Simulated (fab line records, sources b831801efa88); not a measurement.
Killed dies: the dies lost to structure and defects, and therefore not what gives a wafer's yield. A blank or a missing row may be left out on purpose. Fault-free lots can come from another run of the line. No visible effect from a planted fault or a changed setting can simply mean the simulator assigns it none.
Which tool was responsible?    flow gf180mcu    13 lots, 39 wafers sampled, at 1 step of a route of 602

WHAT EACH GAUGE READ, for each wafer
GF_STI_THK_MEAS_02. Usual: STI_OXIDATION_THK typically reads 10.07 nm, with standard deviation 0.23.
lot   measured     on             STI_OXIDATION_THK (nm)  flag
L513  day 1 13:10  film metro-04  10.05 10.18 10.05       
L514  day 1 17:26  film metro-02  10.04 9.97 9.90         
L515  day 2 00:17  film metro-04  9.86 9.99 9.85          
L516  day 2 07:04  film metro-02  9.83 9.96 9.77          
L517  day 2 12:25  film metro-04  10.04 10.05 10.11       
L520  day 3 03:37  film metro-04  10.00 9.99 10.08        
L522  day 3 09:11  film metro-04  10.12 10.17 9.85        
L523  day 3 13:31  film metro-04  9.97 9.91 9.70          
L524  day 3 18:31  film metro-04  10.08 10.15 10.05       
L525  day 3 23:52  film metro-01  10.05 10.07 10.34       
L533  day 5 15:31  film metro-02  10.10 10.15 10.03       
L535  day 6 01:36  film metro-01  9.90 9.88 9.92          
L536  day 6 06:31  film metro-02  10.06 10.09 10.22       

EACH LOT AND THE TOOL THAT RAN IT (in order: tool; ch and the chambers of the sampled wafers; start)
There is no process step in the record ahead of these readings.

AS READ BY THE TOOLS THEMSELVES (means over the sampled wafers that have a number; for cases with no such wafer, the mark the record gives instead)
The record holds no such reading with a usual standard deviation.

THE ANSWER, worked out from the rows above alone
Rule: take the mean of a lot's wafers that have a number; if it is more than 3 standard deviations from the usual mean, the lot is off. Also off: a lot with no number at a reading for which 4 or more lots have one. Where the step has rows for the other lots, those lots are counted as sound. First the gauges in route order, then the tools' own readings, where a lot's mean is used as printed above. At the first step where some lot is off, the reading lying furthest off is the one used; lots without a number count as furthest.
No lot is off at any reading shown: from this, nothing can be told.

WHAT THE SIMULATOR HAD INSERTED
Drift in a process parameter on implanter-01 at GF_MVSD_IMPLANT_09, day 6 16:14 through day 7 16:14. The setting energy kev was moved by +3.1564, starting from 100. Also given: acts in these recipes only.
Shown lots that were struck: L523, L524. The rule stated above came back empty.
